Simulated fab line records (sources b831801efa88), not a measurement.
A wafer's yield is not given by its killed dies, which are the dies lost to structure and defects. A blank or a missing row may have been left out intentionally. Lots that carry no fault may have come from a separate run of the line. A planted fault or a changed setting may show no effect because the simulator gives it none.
Which of the tools did it? -- flow gf180mcu -- 12 lots, 36 wafers sampled, at 3 steps of a route of 602

## WHAT EACH GAUGE READ, for each wafer
GF_V1_CD_MEAS_14: target cd 260 nm.
lot,measured,on,cd_nm (nm)
L382,day 18 20:47,cd_sem-02,259.6 257.9 258.8
L384,day 19 02:20,cd_sem-01,261.2 261.3 260.6
L385,day 19 22:34,cd_sem-01,258.2 258.9 258.7
L387,day 20 10:59,cd_sem-02,258.8 259.4 260.2
L386,day 20 13:51,cd_sem-02,260.0 258.9 260.8
L388,day 20 22:13,cd_sem-01,260.3 259.3 260.1
L390,day 21 19:49,cd_sem-02,261.3 261.8 261.2
L391,day 22 00:47,cd_sem-02,258.3 258.2 257.1
L392,day 22 10:56,cd_sem-02,259.2 258.6 259.4
L397,day 23 23:47,cd_sem-01,248.4 249.4 249.6
L401,day 25 04:59,cd_sem-02,250.6 251.7 251.8
L404,day 26 02:40,cd_sem-02,259.9 260.0 257.8

## WHICH TOOL RAN EACH LOT (tool, then ch and the chambers of the sampled wafers, then the start)
lot,GF_M1_SPUTTER_02,GF_V1_EXPOSE_11
L382,"pvd_sputter-04, day 16 20:05","krf_scanner-01 ch 0, day 18 08:29"
L384,"pvd_sputter-02, day 17 01:49","krf_scanner-01 ch 0, day 18 14:31"
L385,"pvd_sputter-03, day 17 20:43","krf_scanner-02 ch 0, day 19 10:34"
L387,"pvd_sputter-03, day 18 09:20","krf_scanner-02 ch 0, day 19 23:04"
L386,"pvd_sputter-02, day 18 11:20","krf_scanner-01 ch 0, day 20 01:31"
L388,"pvd_sputter-02, day 18 19:35","krf_scanner-01 ch 0, day 20 09:45"
L390,"pvd_sputter-04, day 19 17:46","krf_scanner-01 ch 0, day 21 07:44"
L391,"pvd_sputter-04, day 19 22:32","krf_scanner-01 ch 0, day 21 12:45"
L392,"pvd_sputter-02, day 20 08:35","krf_scanner-02 ch 0, day 21 23:22"
L397,"pvd_sputter-02, day 22 00:26","krf_scanner-02 ch 0, day 23 12:59"
L401,"pvd_sputter-03, day 23 06:50","krf_scanner-02 ch 0, day 24 18:11"
L404,"pvd_sputter-03, day 24 06:14","krf_scanner-01 ch 0, day 25 16:23"
- GF_M1_SPUTTER_02: material AlCu, target thk 450 nm, time 23.9 s.
- GF_V1_EXPOSE_11: exposes mask Via1, target cd 260 nm.

## WHAT THE TOOLS THEMSELVES READ (means of the sampled wafers that have a number; where no wafer has one, the mark that the record gives instead)
GF_M1_SPUTTER_02.
lot,tool,throttle_valve_pct (%)
L382,pvd_sputter-04,29.7
L384,pvd_sputter-02,30.5
L385,pvd_sputter-03,30.8
L387,pvd_sputter-03,30.4
L386,pvd_sputter-02,29.9
L388,pvd_sputter-02,29.2
L390,pvd_sputter-04,30.0
L391,pvd_sputter-04,29.6
L392,pvd_sputter-02,28.8
L397,pvd_sputter-02,29.8
L401,pvd_sputter-03,30.0
L404,pvd_sputter-03,30.2

GF_V1_EXPOSE_11.
lot,tool,exposure_dose_mJ_cm2
L382,krf_scanner-01,37.94
L384,krf_scanner-01,37.93
L385,krf_scanner-02,37.97
L387,krf_scanner-02,37.95
L386,krf_scanner-01,37.91
L388,krf_scanner-01,37.95
L390,krf_scanner-01,37.94
L391,krf_scanner-01,37.90
L392,krf_scanner-02,37.95
L397,krf_scanner-02,35.30
L401,krf_scanner-02,35.82
L404,krf_scanner-01,37.89

## THE ANSWER, worked out from the rows above alone
Rule: the usual values come from the lots themselves. The widest of any qualifying gaps counts: lots, ordered by their means at a reading, are off when they make up no more than a third of the lots, leave a main group of 4 or more, and stand apart from it by 3 or more times the standard deviation of that group's means. Not used: any main group whose means are identical at the precision the tables above print for the reading. Also off: a lot with no number at a reading for which 4 or more lots have one. Where the step has rows for the other lots, those lots are counted as sound. After the gauges, taken in route order, come the tools' own readings; for these a lot's mean is taken, as printed above. The first step at which some lot is off is used, and at that step the reading that is off furthest; a lot without a number counts as furthest.
Off at GF_V1_CD_MEAS_14 (cd_nm): L397, L401. The main group has a mean of 259.5 nm with a standard deviation of 1.
If a tool, at a process step before that reading, ran all the lots that are off and no sound lot after the first of them, it fits. The gauges at GF_V1_CD_MEAS_14 aren't tried: what is off there is off at GF_V1_EXPOSE_11 too, on other tools, and a gauge's error can't cause that. One fits: GF_V1_EXPOSE_11 on krf_scanner-02. Its last sound lot is L392 (day 21 23:22), its first lot that is off L397 (day 23 12:59): a fault that began between those two fits.
On the lots that are off, the tool's own readings at GF_V1_EXPOSE_11 differ by more than 5 times the standard deviation of the sound lots' means, which bears it out; exposure_dose_mJ_cm2 reads 35.56 there versus 37.93 on the sound lots.

## WHAT THE SIMULATOR PUT IN
Drift in process parameters on krf_scanner-02 at GF_V1_EXPOSE_11, starting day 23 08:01. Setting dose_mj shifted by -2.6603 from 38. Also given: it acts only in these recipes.
Struck lots among those shown: L397, L401. The rule above found the same.
